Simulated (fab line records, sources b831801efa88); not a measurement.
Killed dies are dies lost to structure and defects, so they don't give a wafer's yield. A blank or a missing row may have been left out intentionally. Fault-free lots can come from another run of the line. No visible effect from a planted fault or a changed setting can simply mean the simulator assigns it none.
What tool caused it? :: flow gf180mcu :: 36 wafers sampled from 12 lots at 1 step of a route of 602

WHAT THE GAUGES READ, wafer by wafer
GF_POLY_GATE_CD_MEAS_10 targets a cd of 280 nm.
lot: L075
measured: day 9 07:46
on: cd-sem-02
cd-nm (nm): 281.7 281.2 281.1

lot: L077
measured: day 10 01:35
on: cd-sem-02
cd-nm (nm): 280.4 280.6 279.9

lot: L079
measured: day 10 21:26
on: cd-sem-02
cd-nm (nm): 280.4 279.7 280.1

lot: L081
measured: day 11 09:31
on: cd-sem-02
cd-nm (nm): 281.1 281.8 280.6

lot: L083
measured: day 12 05:25
on: cd-sem-01
cd-nm (nm): 281.4 280.5 281.8

lot: L085
measured: day 12 12:06
on: cd-sem-02
cd-nm (nm): 280.3 280.6 279.4

lot: L087
measured: day 13 01:37
on: cd-sem-01
cd-nm (nm): 278.6 280.1 280.7

lot: L089
measured: day 13 14:18
on: cd-sem-02
cd-nm (nm): 280.1 281.5 280.1

lot: L091
measured: day 14 03:56
on: cd-sem-02
cd-nm (nm): 278.6 278.6 278.2

lot: L093
measured: day 14 20:37
on: cd-sem-01
cd-nm (nm): 274.7 275.9 276.7

lot: L095
measured: day 15 15:49
on: cd-sem-01
cd-nm (nm): 281.5 282.0 281.9

lot: L097
measured: day 16 00:55
on: cd-sem-01
cd-nm (nm): 277.3 278.5 277.4

TOOL THAT RAN EACH LOT (tool first, then ch and the chambers of the sampled wafers, then the start)
The record holds no process step before these readings.

THE ANSWER, worked out from the rows above alone
Rule: the usual values come from the lots themselves. Put in order of their means at a reading, lots are off if they are a third of the lots or fewer, leave a main group of 4 or more, and stand apart from it by a gap of 3 or more times the standard deviation of the main group's means; of several such gaps the widest counts. A main group whose means are all the same, to the digits that the tables above print for the reading, isn't used. Also off: a lot with no number at a reading for which 4 or more lots have one. The other lots that the step has rows for count as sound.
None of the lots is off at any reading shown; this tells nothing.

WHAT HAD BEEN PUT IN BY THE SIMULATOR
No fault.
